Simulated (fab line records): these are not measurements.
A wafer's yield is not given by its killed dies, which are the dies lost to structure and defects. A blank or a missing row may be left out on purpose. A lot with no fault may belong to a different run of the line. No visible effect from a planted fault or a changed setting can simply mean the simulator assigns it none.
fab line records | flow gf180mcu
record lots=5 | wafers=15 | lastDay=33
route steps=602 shown STI@13 DNWELL@32
lots untouched by any fault: they come from a run of this same line in which no faults occurred
startH: hours from the record's opening day to when the first of the lot's shown wafers began | waitH: time in hours since the lot's previous step | " as in the row above | L1.1+2: several wafers, shown together as one row | - no value, or no start given | * or withheld: withheld | < > ~ a bound
route shown NAME@n: names a module that has steps shown in the file, with the first one's number in the route | usual: mean/standard deviation of fault-free wafers | same: alike in all rows | chamber/n: place in a boat | sites: per-site readings | _std_site: standard deviation of those values | _edge_site: the outer-site mean with the inner-site mean subtracted | radiusMm: for every site, how far away it sits from the centre of the wafer | mask NAME#n: copy n | behind: the most recent tool/chamber to have shaped the wafer | hold: reason for holding the lot/hours on hold/outcome of the hold | device: the n, p or np transistor that did not switch | end of line: tests of these same wafers at the route's end | step lacking rows: just its recipe | killed: dies lost to structure and defects at the first sort, not the wafer's yield | map: shows each die of a wafer: x if killed, . if not, _ if none is there
set.NAME: the setting that was run; set.NAME@STEP: the one run at that earlier step | model.NAME: the simulator's own value behind a step, which no gauge read
lots at selected steps of the route; one table per step, one row per wafer
services: the hour from which a tool's chamber was out of use, counted from the record's first day as startH (under 0 if before that day), plus the number of hours and why
## steps
# step GF_STI_CD_MEAS_12
# recipe targetCdNm=220
# usual cdNm=219.9/1.1
lot.wafer | tool     | chamber | startH | waitH | cdNm
L075.1    | cdSem-01 | -       | 30.32  | 0.1   | 219.9
L075.3    | "        | -       | "      | "     | 220.2
L075.4    | "        | -       | "      | "     | 221.1
L084.4    | cdSem-02 | -       | 77.71  | 0.1   | 218.7
L084.5    | "        | -       | "      | "     | 219.7
L084.6    | "        | -       | "      | "     | 219.3
L085.2    | cdSem-01 | -       | 82.47  | 0.1   | 220.1
L085.3    | "        | -       | "      | "     | 220.7
L085.4    | "        | -       | "      | "     | 221.6
L089.2    | cdSem-02 | -       | 102.02 | 0.1   | 221.5
L089.3    | "        | -       | "      | "     | 221.7
L089.5    | "        | -       | "      | "     | 221.6
L092.1    | cdSem-01 | -       | 120.32 | 0.1   | 218.6
L092.2    | "        | -       | "      | "     | 220.3
L092.4    | "        | -       | "      | "     | 220.2
# step GF_STI_ETCH_13
# recipe chemistry=CHF3/O2 | stopOn=Si | overEtchFrac=0.3 | targetDepthA=2823.1 | sourceW=600 | biasW=200 | pressureMtorr=40 | chf3FlowSccm=50 | O2_flow_sccm=5 | timeS=112.9
# usual drypumpMotorCurrentA=5.6/0.48 | oesProductAu=0.830/0.0059 | throttleValvePct=8.810/0.0083
lot.wafer | tool       | chamber | startH | waitH | drypumpMotorCurrentA | oesProductAu | rfHoursCounterH | throttleValvePct
L075.1    | rieDiel-03 | 3       | 30.44  | 0.1   | 5.7                  | 0.825        | 104             | 8.814
L075.3    | "          | 1       | "      | "     | 6.5                  | 0.835        | 94              | 8.808
L075.4    | "          | 0       | "      | "     | 5.8                  | 0.827        | 59              | 8.806
L084.4    | rieDiel-03 | 0       | 77.77  | 0.0   | 5.9                  | 0.833        | 60              | 8.812
L084.5    | "          | 0       | "      | "     | 5.8                  | 0.831        | -               | 8.807
L084.6    | "          | 1       | "      | "     | 6.6                  | 0.816        | -               | 8.799
L085.2    | rieDiel-04 | 2       | 82.57  | 0.1   | 5.8                  | 0.830        | 69              | 8.816
L085.3    | "          | 3       | "      | "     | 5.6                  | 0.828        | 27              | 8.815
L085.4    | "          | 1       | "      | "     | 5.2                  | 0.826        | 99              | 8.806
L089.2    | rieDiel-04 | 3       | 102.12 | 0.1   | 5.6                  | 0.826        | 27              | 8.818
L089.3    | "          | 2       | "      | "     | 5.8                  | 0.833        | 69              | 8.802
L089.5    | "          | 2       | "      | "     | 5.8                  | 0.817        | -               | 8.812
L092.1    | rieDiel-02 | 2       | 120.44 | 0.1   | 5.1                  | 0.826        | 40              | 8.785
L092.2    | "          | 3       | "      | "     | 4.7                  | 0.832        | 62              | 8.819
L092.4    | "          | 1       | "      | "     | 5.0                  | 0.831        | 127             | 8.797
# step GF_STI_ETCH_14
# recipe target=Si | chemistry=HBr/Cl2/O2 | targetDepthNm=360 | icpW=600 | biasW=150 | pressureMtorr=15 | HBr_flow_sccm=150 | Cl2_flow_sccm=40 | O2_flow_sccm=6 | timeS=102.9
# usual drypumpMotorCurrentA=5.6/0.42 | oesProductAu=1.006/0.01 | throttleValvePct=25.651/0.01
lot.wafer | tool     | chamber | startH | waitH | drypumpMotorCurrentA | oesProductAu | rfHoursCounterH | throttleValvePct
L075.1    | rieSi-02 | 2       | 30.52  | 0.0   | 5.9                  | 0.988        | 99              | 25.647
L075.3    | "        | 0       | "      | "     | 5.2                  | 0.989        | 21              | 25.663
L075.4    | "        | 3       | "      | "     | 5.9                  | 1.010        | 86              | 25.651
L084.4    | rieSi-01 | 2       | 77.85  | 0.0   | 5.0                  | 1.018        | 102             | 25.651
L084.5    | "        | 2       | "      | "     | 5.0                  | 1.010        | -               | 25.656
L084.6    | "        | 1       | "      | "     | 5.4                  | 0.990        | -               | 25.675
L085.2    | rieSi-02 | 3       | 82.65  | 0.0   | 5.9                  | 1.011        | 86              | 25.639
L085.3    | "        | 0       | "      | "     | 5.2                  | 1.001        | 21              | 25.663
L085.4    | "        | 2       | "      | "     | 5.9                  | 1.006        | 99              | 25.653
L089.2    | rieSi-01 | 0       | 102.20 | 0.0   | 6.3                  | 0.998        | 130             | 25.655
L089.3    | "        | 2       | "      | "     | 5.0                  | 1.012        | 103             | 25.643
L089.5    | "        | 0       | "      | "     | 6.3                  | 0.999        | -               | 25.659
L092.1    | rieSi-01 | 0       | 120.52 | 0.0   | 6.3                  | 0.992        | 130             | 25.659
L092.2    | "        | 3       | "      | "     | 5.6                  | 1.013        | 44              | 25.655
L092.4    | "        | 1       | "      | "     | 5.5                  | 0.999        | 62              | 25.660
# step GF_STI_STRIP_15
# recipe chemistry=O2/N2 | powerW=1400 | pressureMtorr=1500 | platenTempC=250 | o2FlowSccm=3000 | n2FlowSccm=300 | overashFraction=0.5
# usual drypumpMotorCurrentA=5.9/0.46 | heaterPowerW=320/37 | oesProductAu=0.383/0.005 | stripTimeToEndpointS=3.71/0.05
# same overashFraction=0.5
lot.wafer | tool           | chamber | startH | waitH | drypumpMotorCurrentA | heaterPowerW | oesProductAu | rfHoursCounterH | stripTimeToEndpointS
L075.1    | plasmaAsher-03 | 0       | 30.60  | 0.0   | 6.0                  | 322          | 0.392        | 36              | 3.77
L075.3    | "              | 1       | "      | "     | 5.9                  | 266          | 0.377        | -               | 3.68
L075.4    | "              | 0       | "      | "     | 6.0                  | 321          | 0.366        | -               | 3.57
L084.4    | plasmaAsher-02 | 1       | 77.95  | 0.1   | 5.9                  | 333          | 0.385        | -               | 3.70
L084.5    | "              | 1       | "      | "     | 5.9                  | 329          | 0.385        | -               | 3.72
L084.6    | "              | 0       | "      | "     | 6.2                  | 377          | 0.393        | -               | 3.75
L085.2    | plasmaAsher-02 | 0       | 82.72  | 0.0   | 6.1                  | 377          | 0.376        | 28              | 3.73
L085.3    | "              | 0       | "      | "     | 6.2                  | 386          | 0.388        | -               | 3.68
L085.4    | "              | 1       | "      | "     | 5.9                  | 338          | 0.383        | -               | 3.80
L089.2    | plasmaAsher-02 | 1       | 102.28 | 0.0   | 6.0                  | 340          | 0.378        | 30              | 3.67
L089.3    | "              | 1       | "      | "     | 6.0                  | 337          | 0.380        | -               | 3.71
L089.5    | "              | 0       | "      | "     | 6.2                  | 373          | 0.391        | -               | 3.76
L092.1    | plasmaAsher-04 | 0       | 120.59 | 0.0   | 5.1                  | 311          | 0.391        | 45              | 3.70
L092.2    | "              | 1       | "      | "     | 6.6                  | 355          | 0.375        | 45              | 3.65
L092.4    | "              | 0       | "      | "     | 5.1                  | 323          | 0.382        | -               | 3.76
# step GF_STI_CLEAN_16
# recipe chemistry=dHF | timeS=25 | dilution=100:1
lot.wafer  | tool        | chamber | startH | waitH
L075.1+3+4 | wetBench-01 | 2       | 30.70  | 0.1
L084.4+5+6 | wetBench-03 | 1       | 78.02  | 0.0
L085.2+3+4 | wetBench-03 | 0       | 82.82  | 0.1
L089.2+3+5 | wetBench-01 | 1       | 102.38 | 0.1
L092.1+2+4 | wetBench-01 | 1       | 120.69 | 0.1
# step GF_STI_WET_ETCH_17
# recipe chemistry=H3PO4 | targetDepthNm=45 | tempC=160 | target=Si3N4 | timeS=514
# usual tempC=160.00/0.16
lot.wafer | tool        | chamber | startH | waitH | tempC
L075.1    | wetBench-04 | 2       | 30.71  | 0.0   | 160.07
L075.3    | "           | 2       | "      | "     | 159.98
L075.4    | "           | 2       | "      | "     | 160.25
L084.4    | wetBench-03 | 1       | 78.04  | 0.0   | 160.07
L084.5    | "           | 1       | "      | "     | 159.90
L084.6    | "           | 1       | "      | "     | 159.95
L085.2    | wetBench-01 | 0       | 82.83  | 0.0   | 159.99
L085.3    | "           | 0       | "      | "     | 159.87
L085.4    | "           | 0       | "      | "     | 159.83
L089.2    | wetBench-04 | 3       | 102.39 | 0.0   | 159.98
L089.3    | "           | 3       | "      | "     | 160.05
L089.5    | "           | 3       | "      | "     | 160.02
L092.1    | wetBench-03 | 1       | 120.71 | 0.0   | 160.03
L092.2    | "           | 1       | "      | "     | 160.08
L092.4    | "           | 1       | "      | "     | 160.07
# step GF_STI_CLEAN_18
# recipe chemistry=SC1/SC2 | mix=1:4:20 | tempC=70 | timeS=150
# usual tempC=70.01/0.12
lot.wafer | tool        | chamber | startH | waitH | tempC
L075.1    | wetBench-03 | 1       | 30.86  | 0.0   | 69.91
L075.3    | "           | 1       | "      | "     | 70.00
L075.4    | "           | 1       | "      | "     | 70.09
L084.4    | wetBench-01 | 1       | 78.19  | 0.0   | 70.08
L084.5    | "           | 1       | "      | "     | 69.99
L084.6    | "           | 1       | "      | "     | 69.98
L085.2    | wetBench-04 | 0       | 82.99  | 0.0   | 70.08
L085.3    | "           | 0       | "      | "     | 70.18
L085.4    | "           | 0       | "      | "     | 70.03
L089.2    | wetBench-03 | 3       | 102.54 | 0.0   | 69.92
L089.3    | "           | 3       | "      | "     | 70.05
L089.5    | "           | 3       | "      | "     | 70.07
L092.1    | wetBench-04 | 3       | 120.86 | 0.0   | 70.05
L092.2    | "           | 3       | "      | "     | 70.32
L092.4    | "           | 3       | "      | "     | 70.14
# step GF_STI_CLEAN_19
# recipe chemistry=dHF | timeS=20 | dilution=100:1
lot.wafer  | tool        | chamber | startH | waitH
L075.1+3+4 | wetBench-01 | 3       | 30.91  | 0.0
L084.4+5+6 | wetBench-03 | 3       | 78.24  | 0.0
L085.2+3+4 | wetBench-03 | 0       | 83.04  | 0.0
L089.2+3+5 | wetBench-01 | 3       | 102.59 | 0.0
L092.1+2+4 | wetBench-01 | 0       | 120.91 | 0.0
# step GF_STI_WET_ETCH_20
# recipe chemistry=dHF | dilution=100:1 | targetDepthNm=20 | tempC=25 | dry=ipaMarangoni | target=SiO2 | timeS=400
# usual tempC=24.99/0.11
lot.wafer | tool        | chamber | startH | waitH | tempC
L075.1    | wetBench-04 | 3       | 30.93  | 0.0   | 25.09
L075.3    | "           | 3       | "      | "     | 24.92
L075.4    | "           | 3       | "      | "     | 24.84
L084.4    | wetBench-01 | 3       | 78.26  | 0.0   | 25.11
L084.5    | "           | 3       | "      | "     | 25.05
L084.6    | "           | 3       | "      | "     | 24.97
L085.2    | wetBench-01 | 2       | 83.05  | 0.0   | 25.14
L085.3    | "           | 2       | "      | "     | 25.13
L085.4    | "           | 2       | "      | "     | 24.94
L089.2    | wetBench-04 | 3       | 102.61 | 0.0   | 25.08
L089.3    | "           | 3       | "      | "     | 25.04
L089.5    | "           | 3       | "      | "     | 24.93
L092.1    | wetBench-03 | 0       | 120.93 | 0.0   | 24.83
L092.2    | "           | 0       | "      | "     | 24.99
L092.4    | "           | 0       | "      | "     | 24.91
# step GF_STI_OXIDATION_21
# recipe tempC=1000 | ambient=O2 | stabiliseS=600 | purgeS=300 | targetThkA=150 | oxTimeS=458
lot.wafer  | tool       | chamber | startH | waitH
L075.1+3+4 | furnace-01 | 0       | 31.05  | 0.0
L084.4+5+6 | furnace-02 | 0       | 78.39  | 0.0
L085.2+3+4 | furnace-02 | 0       | 83.17  | 0.0
L089.2+3+5 | furnace-02 | 0       | 104.51 | 1.8
L092.1+2+4 | furnace-01 | 0       | 121.51 | 0.5
# step GF_STI_THK_MEAS_22
# recipe reads=SiO2_of_STI_OXIDATION_21
# usual STI_OXIDATION_01_THK=15.0/0.33
lot.wafer | tool         | chamber | startH | waitH | STI_OXIDATION_01_THK[nm]
L075.1    | filmMetro-01 | -       | 32.18  | 0.0   | 14.8
L075.3    | "            | -       | "      | "     | 15.0
L075.4    | "            | -       | "      | "     | 14.7
L084.4    | filmMetro-01 | -       | 79.55  | 0.0   | 14.8
L084.5    | "            | -       | "      | "     | 14.9
L084.6    | "            | -       | "      | "     | 14.9
L085.2    | filmMetro-02 | -       | 84.31  | 0.0   | 14.7
L085.3    | "            | -       | "      | "     | 14.7
L085.4    | "            | -       | "      | "     | 14.7
L089.2    | filmMetro-01 | -       | 105.65 | 0.0   | 15.1
L089.3    | "            | -       | "      | "     | 15.0
L089.5    | "            | -       | "      | "     | 15.2
L092.1    | filmMetro-01 | -       | 122.64 | 0.0   | 14.9
L092.2    | "            | -       | "      | "     | 14.7
L092.4    | "            | -       | "      | "     | 14.8
# step GF_STI_CVD_23
# recipe material=SiO2 | targetThkNm=650 | sigmaOpenFrac=0.3 | timeS=108.3 | tempC=600 | sih4FlowSccm=60 | pressureMtorr=6
lot.wafer  | tool      | chamber | startH | waitH
L075.1+3+4 | hdpcvd-02 | 2,1,2   | 32.24  | 0.1
L084.4+5+6 | hdpcvd-01 | 1,2,0   | 79.61  | 0.1
L085.2+3+4 | hdpcvd-02 | 1,0,2   | 84.36  | 0.0
L089.2+3+5 | hdpcvd-02 | 0,1,1   | 105.70 | 0.0
L092.1+2+4 | hdpcvd-01 | 0,2,1   | 122.70 | 0.1
# step GF_STI_THK_MEAS_24
# recipe reads=SiO2_of_STI_CVD_23
# usual STI_CVD_23_THK=650/11
lot.wafer | tool         | chamber | startH | waitH | STI_CVD_23_THK[nm]
L075.1    | filmMetro-01 | -       | 32.31  | 0.0   | 659
L075.3    | "            | -       | "      | "     | 644
L075.4    | "            | -       | "      | "     | 651
L084.4    | filmMetro-01 | -       | 79.68  | 0.0   | 632
L084.5    | "            | -       | "      | "     | 648
L084.6    | "            | -       | "      | "     | 646
L085.2    | filmMetro-03 | -       | 84.45  | 0.0   | 644
L085.3    | "            | -       | "      | "     | 663
L085.4    | "            | -       | "      | "     | 654
L089.2    | filmMetro-02 | -       | 105.79 | 0.0   | 663
L089.3    | "            | -       | "      | "     | 647
L089.5    | "            | -       | "      | "     | 651
L092.1    | filmMetro-01 | -       | 122.78 | 0.0   | 651
L092.2    | "            | -       | "      | "     | 649
L092.4    | "            | -       | "      | "     | 628
# step GF_STI_CMP_25
# recipe stopOn=Si3N4 | tOverpolishS=33 | downForcePsi=4 | platenRpm=60 | targetThkNm=524.6 | padVelocityMS=0.94248
# usual motorCurrentA=12.0/1.4 | overpolishRunS=33.000/0.0087 | timeToEndpointS=123/5.7
lot.wafer | tool   | chamber | startH | waitH | motorCurrentA | overpolishRunS | timeToEndpointS
L075.3    | cmp-02 | 0       | 32.37  | 0.0   | 13.2          | 33.012         | 122
L075.1    | "      | 2       | "      | "     | 10.5          | 32.997         | 120
L075.4    | "      | 3       | "      | "     | 12.9          | 32.999         | 118
L084.4    | cmp-01 | 1       | 79.98  | 0.3   | 13.9          | 32.989         | 135
L084.5    | "      | 2       | "      | "     | 10.3          | 33.006         | 122
L084.6    | "      | 3       | "      | "     | 10.5          | 33.009         | 119
L085.4    | cmp-01 | 0       | 84.50  | 0.0   | 11.7          | 32.992         | 120
L085.2    | "      | 1       | "      | "     | 13.2          | 33.013         | 128
L085.3    | "      | 2       | "      | "     | 10.8          | 32.984         | 126
L089.3    | cmp-01 | 2       | 105.84 | 0.0   | 10.3          | 33.014         | 118
L089.2    | "      | 3       | "      | "     | 11.2          | 33.010         | 127
L089.5    | "      | 2       | "      | "     | 9.9           | 33.009         | 117
L092.4    | cmp-01 | 2       | 122.89 | 0.1   | 10.4          | 33.016         | 114
L092.2    | "      | 3       | "      | "     | 11.6          | 32.999         | 124
L092.1    | "      | 0       | "      | "     | 12.2          | 32.996         | 120
# step GF_STI_WET_ETCH_26
# recipe chemistry=dHF | targetDepthNm=94 | target=SiO2 | tempC=25 | dilution=10:1 | timeS=188
# usual tempC=25.00/0.11
lot.wafer | tool        | chamber | startH | waitH | tempC
L075.1    | wetBench-01 | 1       | 32.67  | 0.1   | 25.04
L075.3    | "           | 1       | "      | "     | 24.90
L075.4    | "           | 1       | "      | "     | 24.81
L084.4    | wetBench-04 | 1       | 80.13  | 0.1   | 24.84
L084.5    | "           | 1       | "      | "     | 24.87
L084.6    | "           | 1       | "      | "     | 25.11
L085.2    | wetBench-01 | 3       | 84.80  | 0.2   | 24.93
L085.3    | "           | 3       | "      | "     | 25.16
L085.4    | "           | 3       | "      | "     | 25.09
L089.2    | wetBench-01 | 0       | 106.14 | 0.2   | 24.93
L089.3    | "           | 0       | "      | "     | 25.02
L089.5    | "           | 0       | "      | "     | 25.03
L092.1    | wetBench-04 | 2       | 123.14 | 0.1   | 25.04
L092.2    | "           | 2       | "      | "     | 24.91
L092.4    | "           | 2       | "      | "     | 25.08
# step GF_STI_WET_ETCH_27
# recipe chemistry=H3PO4 | targetDepthNm=160 | target=Si3N4 | tempC=160 | timeS=1825
# usual tempC=159.96/0.14
lot.wafer | tool        | chamber | startH | waitH | tempC
L075.1    | wetBench-01 | 1       | 32.74  | 0.0   | 160.12
L075.3    | "           | 1       | "      | "     | 160.18
L075.4    | "           | 1       | "      | "     | 160.02
L084.4    | wetBench-03 | 3       | 80.20  | 0.0   | 159.96
L084.5    | "           | 3       | "      | "     | 159.94
L084.6    | "           | 3       | "      | "     | 160.13
L085.2    | wetBench-04 | 0       | 84.86  | 0.0   | 159.77
L085.3    | "           | 0       | "      | "     | 159.92
L085.4    | "           | 0       | "      | "     | 159.63
L089.2    | wetBench-04 | 3       | 106.20 | 0.0   | 159.88
L089.3    | "           | 3       | "      | "     | 160.27
L089.5    | "           | 3       | "      | "     | 159.93
L092.1    | wetBench-03 | 3       | 123.20 | 0.0   | 159.53
L092.2    | "           | 3       | "      | "     | 159.80
L092.4    | "           | 3       | "      | "     | 159.99
# step GF_STI_WET_ETCH_28
# recipe chemistry=dHF | targetDepthNm=20 | dry=ipaMarangoni | target=SiO2 | tempC=25 | dilution=10:1 | timeS=40
# usual tempC=24.99/0.11
lot.wafer | tool        | chamber | startH | waitH | tempC
L075.1    | wetBench-04 | 1       | 33.30  | 0.0   | 24.85
L075.3    | "           | 1       | "      | "     | 24.78
L075.4    | "           | 1       | "      | "     | 24.81
L084.4    | wetBench-04 | 3       | 80.71  | 0.0   | 24.83
L084.5    | "           | 3       | "      | "     | 24.87
L084.6    | "           | 3       | "      | "     | 25.02
L085.2    | wetBench-01 | 2       | 85.42  | 0.0   | 24.84
L085.3    | "           | 2       | "      | "     | 25.11
L085.4    | "           | 2       | "      | "     | 25.05
L089.2    | wetBench-01 | 2       | 106.71 | 0.0   | 24.97
L089.3    | "           | 2       | "      | "     | 24.87
L089.5    | "           | 2       | "      | "     | 24.92
L092.1    | wetBench-01 | 1       | 123.71 | 0.0   | 24.92
L092.2    | "           | 1       | "      | "     | 25.05
L092.4    | "           | 1       | "      | "     | 24.92
# step GF_STI_OXIDATION_29
# recipe tempC=900 | ambient=O2 | stabiliseS=600 | purgeS=300 | targetThkA=100 | oxTimeS=1418
lot.wafer  | tool       | chamber | startH | waitH
L075.1+3+4 | furnace-01 | 0       | 33.32  | 0.0
L084.4+5+6 | furnace-02 | 0       | 80.73  | 0.0
L085.2+3+4 | furnace-01 | 0       | 86.59  | 1.1
L089.2+3+5 | furnace-01 | 0       | 106.73 | 0.0
L092.1+2+4 | furnace-01 | 0       | 124.09 | 0.4
# step GF_STI_THK_MEAS_30
# recipe reads=SiO2_of_STI_OXIDATION_29
# usual STI_OXIDATION_02_THK=9.90/0.18
lot.wafer | tool         | chamber | startH | waitH | STI_OXIDATION_02_THK[nm]
L075.1    | filmMetro-02 | -       | 34.72  | 0.0   | 9.76
L075.3    | "            | -       | "      | "     | 10.00
L075.4    | "            | -       | "      | "     | 9.99
L084.4    | filmMetro-02 | -       | 82.15  | 0.0   | 9.61
L084.5    | "            | -       | "      | "     | 9.68
L084.6    | "            | -       | "      | "     | 9.68
L085.2    | filmMetro-03 | -       | 87.99  | 0.0   | 9.89
L085.3    | "            | -       | "      | "     | 10.17
L085.4    | "            | -       | "      | "     | 10.10
L089.2    | filmMetro-03 | -       | 108.14 | 0.0   | 9.86
L089.3    | "            | -       | "      | "     | 9.83
L089.5    | "            | -       | "      | "     | 9.82
L092.1    | filmMetro-01 | -       | 125.48 | 0.0   | 9.66
L092.2    | "            | -       | "      | "     | 9.94
L092.4    | "            | -       | "      | "     | 9.91
# step GF_DNWELL_DEHYDRATE_00
# recipe tempC=200 | timeS=60
lot.wafer  | tool          | chamber | startH | waitH
L075.1+3+4 | lithoTrack-04 | 0       | 40.47  | 5.7
L084.4+5+6 | lithoTrack-03 | 0       | 88.93  | 6.8
L085.2+3+4 | lithoTrack-03 | 0       | 94.33  | 6.3
L089.2+3+5 | lithoTrack-01 | 0       | 114.17 | 6.0
L092.1+2+4 | lithoTrack-03 | 0       | 132.00 | 6.5
# step GF_DNWELL_HMDS_01
# recipe primeTimeS=60 | primeTempC=120
lot.wafer  | tool          | chamber | startH | waitH
L075.1+3+4 | lithoTrack-04 | 0       | 40.62  | 0.1
L084.4+5+6 | lithoTrack-03 | 0       | 89.08  | 0.1
L085.2+3+4 | lithoTrack-03 | 0       | 94.48  | 0.1
L089.2+3+5 | lithoTrack-01 | 0       | 114.32 | 0.1
L092.1+2+4 | lithoTrack-03 | 0       | 132.15 | 0.1
# step GF_DNWELL_COAT_02
# recipe spinRpm=2000 | resistThkNm=3000
lot.wafer  | tool          | chamber | startH | waitH
L075.1+3+4 | lithoTrack-04 | 0       | 40.77  | 0.1
L084.4+5+6 | lithoTrack-03 | 0       | 89.23  | 0.1
L085.2+3+4 | lithoTrack-03 | 0       | 94.63  | 0.1
L089.2+3+5 | lithoTrack-01 | 0       | 114.47 | 0.1
L092.1+2+4 | lithoTrack-03 | 0       | 132.30 | 0.1
# step GF_DNWELL_SOFTBAKE_03
# recipe tempC=110 | timeS=withheld
lot.wafer  | tool          | chamber | startH | waitH
L075.1+3+4 | lithoTrack-04 | 0       | 40.92  | 0.1
L084.4+5+6 | lithoTrack-03 | 0       | 89.41  | 0.1
L085.2+3+4 | lithoTrack-03 | 0       | 94.79  | 0.1
L089.2+3+5 | lithoTrack-01 | 0       | 114.63 | 0.1
L092.1+2+4 | lithoTrack-03 | 0       | 132.45 | 0.1
# step GF_DNWELL_EXPOSE_04
# recipe maskId=DNWELL | targetCdNm=1700 | na=0.6 | sourceShape=conventional | sigmaOuter=0.6 | doseMj=260
lot.wafer  | tool            | chamber | startH | waitH | mask
L075.1+3+4 | ilineStepper-02 | 0       | -      | -     | DNWELL#0
L084.4+5+6 | ilineStepper-01 | 0       | -      | -     | DNWELL#0
L085.2+3+4 | ilineStepper-01 | 0       | -      | -     | DNWELL#0
L089.2+3+5 | ilineStepper-02 | 0       | -      | -     | DNWELL#0
L092.1+2+4 | ilineStepper-01 | 0       | -      | -     | DNWELL#0
# step GF_DNWELL_PEB_05
# recipe tempC=115 | timeS=withheld
lot.wafer  | tool          | chamber | startH | waitH
L075.1+3+4 | lithoTrack-01 | 0       | -      | -
L084.4+5+6 | lithoTrack-04 | 0       | -      | -
L085.2+3+4 | lithoTrack-04 | 0       | -      | -
L089.2+3+5 | lithoTrack-03 | 0       | -      | -
L092.1+2+4 | lithoTrack-03 | 0       | -      | -
# step GF_DNWELL_DEVELOP_06
# recipe wallAngleDeg=90 | developTimeS=60 | devTempC=23
# usual developerTempC=23.00/0.098
lot.wafer | tool          | chamber | startH | waitH | developerTempC
L075.1    | lithoTrack-01 | 0       | -      | -     | 23.02
L075.3    | "             | 0       | "      | "     | 23.09
L075.4    | "             | 0       | "      | "     | 23.03
L084.4    | lithoTrack-04 | 0       | -      | -     | 23.13
L084.5    | "             | 0       | "      | "     | 23.14
L084.6    | "             | 0       | "      | "     | 23.16
L085.2    | lithoTrack-04 | 0       | -      | -     | 22.83
L085.3    | "             | 0       | "      | "     | 22.92
L085.4    | "             | 0       | "      | "     | 23.15
L089.2    | lithoTrack-03 | 0       | -      | -     | 22.91
L089.3    | "             | 0       | "      | "     | 23.02
L089.5    | "             | 0       | "      | "     | 23.03
L092.1    | lithoTrack-03 | 0       | -      | -     | 22.99
L092.2    | "             | 0       | "      | "     | 22.87
L092.4    | "             | 0       | "      | "     | 22.96
# step GF_DNWELL_IMPLANT_07
# recipe species=P | energyKev=1500 | doseCm2=1e+13 | tiltDeg=0
lot.wafer  | tool         | chamber | startH | waitH
L075.1+3+4 | implanter-02 | 0       | 47.25  | -
L084.4+5+6 | implanter-03 | 0       | 96.37  | -
L085.2+3+4 | implanter-03 | 0       | 102.00 | -
L089.2+3+5 | implanter-01 | 0       | 122.43 | -
L092.1+2+4 | implanter-01 | 0       | 140.30 | -
## services
tool            | chamber | startH | hours | kind
ilineStepper-01 | -       | 9.14   | 2.2   | repair
hdpcvd-01       | 1       | 11.82  | 3.7   | repair
hdpcvd-01       | 2       | 13.01  | 6.8   | repair
rieDiel-04      | 3       | 13.71  | 4.3   | repair
cmp-01          | -       | 14.75  | 0.5   | repair
rieDiel-03      | -       | 15.71  | 0.1   | repair
ilineStepper-02 | -       | 17.54  | 4.6   | repair
implanter-03    | -       | 21.98  | 10.6  | pm
rieDiel-03      | 3       | 32.75  | 8.1   | repair
furnace-02      | -       | 40.65  | 2.6   | repair
cmp-01          | -       | 48.97  | 1.2   | repair
rieSi-02        | -       | 50.80  | 1.2   | repair
implanter-01    | -       | 70.18  | 1.3   | repair
cmp-01          | -       | 81.04  | 3.3   | pm
ilineStepper-01 | -       | 81.55  | 2.1   | repair
implanter-01    | -       | 82.21  | 4.2   | repair
furnace-02      | -       | 86.51  | 5.1   | pm
implanter-01    | -       | 95.58  | 25.1  | pm
ilineStepper-02 | -       | 103.23 | 1.7   | pm
plasmaAsher-02  | -       | 111.71 | 2.8   | pm
cmp-01          | -       | 112.40 | 0.9   | repair
rieSi-01        | -       | 112.78 | 0.5   | repair
ilineStepper-01 | -       | 114.59 | 3.4   | repair
rieSi-01        | -       | 126.67 | 2.8   | pm
## key
fault none
